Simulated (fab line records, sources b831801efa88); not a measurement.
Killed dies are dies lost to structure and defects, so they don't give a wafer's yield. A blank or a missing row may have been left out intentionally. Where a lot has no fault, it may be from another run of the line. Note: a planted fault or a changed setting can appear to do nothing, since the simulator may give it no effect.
A lot that was struck, set against a sound lot -- flow sky130 -- 14 steps out of a route of 708
Sound: the wafers L104.1, L104.2, L104.5. The struck wafers were L112.1, L112.4, L112.6. The cause comes at the end.
For every step that has rows: the tool of each side, followed by ch and its chambers, followed by its first start. Under that, the readings that differ: sound wafers -- struck wafers -- difference of the means -- sigmas: that difference in standard deviations of wafers without a fault.
alike: readings with means less than 2 such deviations apart, plus words and numbers identical on both sides. not compared: withheld readings, readings lacking a value on some wafer, bounds such as >300 that could conceal the same value, and numbers that have no deviation in the record and whose values overlap.
Wherever a step has rows on one side only, a row that says differs or no value, or a row with sigmas, the two part there. Numbers that don't overlap but have no deviation are shown without sigmas and don't part them. A reading that every wafer of one side lacks parts them only if that side has two wafers or more.

first, 3 steps without rows for these wafers: SKY_PASSIVATION_EXPOSE_08 (exposes mask NSM, target cd 3000 nm); SKY_PASSIVATION_PEB_09; SKY_PASSIVATION_DEVELOP_10 (develop time 60 s).
SKY_PASSIVATION_ETCH_11: etches the open film in CF4/O2, stops on AlCu, target depth 725 nm, time 161.1 s.
  sound on rieDiel-02 ch 0,1,3, day 45 06:43; struck on rieDiel-03 ch 0,2,3, day 47 00:27
  alike: O2_flow_sccm, biasW, cf4FlowSccm, drypumpMotorCurrentA, oesProductAu, throttleValvePct
  not compared: rfHoursCounterH
SKY_PASSIVATION_STRIP_12: strips in O2/N2.
  sound on plasmaAsher-04 ch 0,1, day 45 06:50; struck on plasmaAsher-04 ch 0,1, day 47 00:34
  alike: drypumpMotorCurrentA, oesProductAu, stripTimeToEndpointS
  not compared: rfHoursCounterH
then, 7 steps without rows for these wafers: SKY_PAD_OPEN_DEHYDRATE_00 (time 60 s); SKY_PAD_OPEN_HMDS_01 (prime time 60 s); SKY_PAD_OPEN_COAT_02 (resist thk 3000 nm); SKY_PAD_OPEN_SOFTBAKE_03; SKY_PAD_OPEN_EXPOSE_04 (exposes mask PDM, target cd 60000 nm); SKY_PAD_OPEN_PEB_05; SKY_PAD_OPEN_DEVELOP_06 (develop time 60 s).
SKY_PAD_OPEN_ETCH_07: etches the open film in CF4/O2, stops on AlCu, target depth 725 nm, time 161.1 s.
  sound on rieDiel-03 ch 0,2,3, day 46 03:13; struck on rieDiel-02 ch 0,1,2, day 47 20:21
  no value came back on the struck wafers for any of 6 readings (O2_flow_sccm (sccm), biasW (W) and others); on the sound wafers O2_flow_sccm (sccm) reads 10.00 10.04 10.00
  not compared: rfHoursCounterH
SKY_PAD_OPEN_STRIP_08: strips in O2/N2.
  sound on plasmaAsher-04 ch 0,1, day 46 03:19; struck on plasmaAsher-01 ch 0, day 47 20:28
  alike: drypumpMotorCurrentA, oesProductAu, stripTimeToEndpointS
  not compared: rfHoursCounterH

== WHERE THEY PART ==
Within this record, at SKY_PAD_OPEN_ETCH_07 only. Later steps at which nothing parts them and some readings are alike: SKY_PAD_OPEN_STRIP_08.

WHY: what had been put in by the simulator
Entire step skipped (rieDiel-02, SKY_PAD_OPEN_ETCH_07), from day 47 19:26 onward. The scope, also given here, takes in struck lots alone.
